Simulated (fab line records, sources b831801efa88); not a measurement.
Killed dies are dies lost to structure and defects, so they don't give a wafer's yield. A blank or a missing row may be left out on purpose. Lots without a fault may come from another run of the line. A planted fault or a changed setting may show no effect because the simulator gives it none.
Which tool did it? | flow gf180mcu | 11 lots, 33 wafers sampled, at 5 steps of a route of 602

WHAT THE GAUGES READ, wafer by wafer
GF_CONTACT_RS_MEAS_25: measures by four-point-probe.
lot  | measured     | on            | CONTACT_W_RS (ohm/sq)
L733 | day 16 06:50 | film_metro-03 | 0.384 0.386 0.382
L735 | day 16 19:31 | film_metro-02 | 0.394 0.391 0.390
L736 | day 17 04:29 | film_metro-02 | 0.388 0.389 0.388
L742 | day 19 08:50 | film_metro-03 | 0.385 0.387 0.385
L743 | day 20 02:47 | film_metro-03 | 0.387 0.385 0.385
L747 | day 21 11:26 | film_metro-04 | 0.387 0.435 0.393 0.386 0.436 0.393
L748 | day 21 18:41 | film_metro-02 | 0.389 0.385 0.386
L749 | day 21 23:17 | film_metro-02 | 0.387 0.436 0.386 0.386 0.435 0.387
L750 | day 22 09:10 | film_metro-02 | 0.430 0.386 0.423 0.429 0.386 0.424
L755 | day 24 08:46 | film_metro-03 | 0.385 0.388 0.388
L756 | day 24 16:41 | film_metro-04 | 0.389 0.389 0.387

WHICH TOOL RAN EACH LOT (tool, then ch and the chambers of the sampled wafers, then the start)
lot  | GF_CONTACT_ETCH_16                 | GF_CONTACT_STRIP_18                  | GF_CONTACT_SPUTTER_22        | GF_CONTACT_CVD_24
L733 | rie_diel-04 ch 0,3, day 16 06:10   | plasma_asher-03 ch 0, day 16 06:20   | pvd_sputter-01, day 16 06:38 | cvd_w-02 ch 1, day 16 06:44
L735 | rie_diel-01 ch 0,2, day 16 18:50   | plasma_asher-04 ch 0,1, day 16 19:00 | pvd_sputter-04, day 16 19:18 | cvd_w-02 ch 0,1, day 16 19:24
L736 | rie_diel-04 ch 0,3, day 17 03:47   | plasma_asher-03 ch 0,1, day 17 03:59 | pvd_sputter-02, day 17 04:15 | cvd_w-02 ch 0,1, day 17 04:23
L742 | rie_diel-04 ch 0,1,2, day 19 08:08 | plasma_asher-03 ch 0,1, day 19 08:20 | pvd_sputter-01, day 19 08:35 | cvd_w-02 ch 0,1, day 19 08:43
L743 | rie_diel-01 ch 1,2, day 20 02:04   | plasma_asher-01 ch 0,1, day 20 02:16 | pvd_sputter-04, day 20 02:31 | cvd_w-01 ch 0,1, day 20 02:40
L747 | rie_diel-01 ch 0,1,2, day 21 10:44 | plasma_asher-04 ch 0, day 21 10:53   | pvd_sputter-02, day 21 11:13 | cvd_w-02 ch 0,1, day 21 11:19
L748 | rie_diel-04 ch 0,1,3, day 21 17:55 | plasma_asher-03 ch 0, day 21 18:04   | pvd_sputter-01, day 21 18:29 | cvd_w-01 ch 0,1, day 21 18:35
L749 | rie_diel-04 ch 0,1,3, day 21 22:32 | plasma_asher-01 ch 0,1, day 21 22:41 | pvd_sputter-02, day 21 23:05 | cvd_w-02 ch 0,1, day 21 23:11
L750 | rie_diel-04 ch 1,2,3, day 22 08:29 | plasma_asher-04 ch 0,1, day 22 08:38 | pvd_sputter-04, day 22 08:58 | cvd_w-02 ch 0,1, day 22 09:04
L755 | rie_diel-03 ch 0,3, day 24 08:05   | plasma_asher-04 ch 0,1, day 24 08:14 | pvd_sputter-02, day 24 08:33 | cvd_w-01 ch 0,1, day 24 08:39
L756 | rie_diel-04 ch 0,1,2, day 24 15:55 | plasma_asher-03 ch 0,1, day 24 16:04 | pvd_sputter-02, day 24 16:23 | cvd_w-01 ch 0, day 24 16:29
- GF_CONTACT_ETCH_16: etches BARC in N2/H2.
- GF_CONTACT_STRIP_18: strips in O2/N2.
- GF_CONTACT_SPUTTER_22: material Ti, target thk 15 nm, time 80.02 s.
- GF_CONTACT_CVD_24: deposits W, target thk 300 nm, time 90.339 s.

THE ANSWER, worked out from the rows above alone
Rule: what is usual is taken from the lots themselves. Put in order of their means at a reading, lots are off if they are a third of the lots or fewer, leave a main group of 4 or more, and stand apart from it by a gap of 3 or more times the standard deviation of the main group's means; of several such gaps the widest counts. A main group whose means are all the same, to the digits that the tables above print for the reading, isn't used. A lot without any number at a reading at which 4 lots or more have one is off too. The other lots that the step has rows for count as sound.
Off: L747, L749, L750, at GF_CONTACT_RS_MEAS_25 (CONTACT_W_RS). The main group: mean 0.387 ohm/sq, standard deviation 0.0022.
A tool fits if, at a process step before that reading, it ran every lot that is off, and no sound lot after the first of them. The gauges at GF_CONTACT_RS_MEAS_25 are tried like those tools. One fits: cvd_w-02 at GF_CONTACT_CVD_24. Its last sound lot is L742 (day 19 08:43), its first lot that is off L747 (day 21 11:19): a fault that began between those two fits.

WHAT THE SIMULATOR HAD PUT IN
Process parameter drift: cvd_w-02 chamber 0, from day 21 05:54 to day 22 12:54, at GF_CONTACT_CVD_24. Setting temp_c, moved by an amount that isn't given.
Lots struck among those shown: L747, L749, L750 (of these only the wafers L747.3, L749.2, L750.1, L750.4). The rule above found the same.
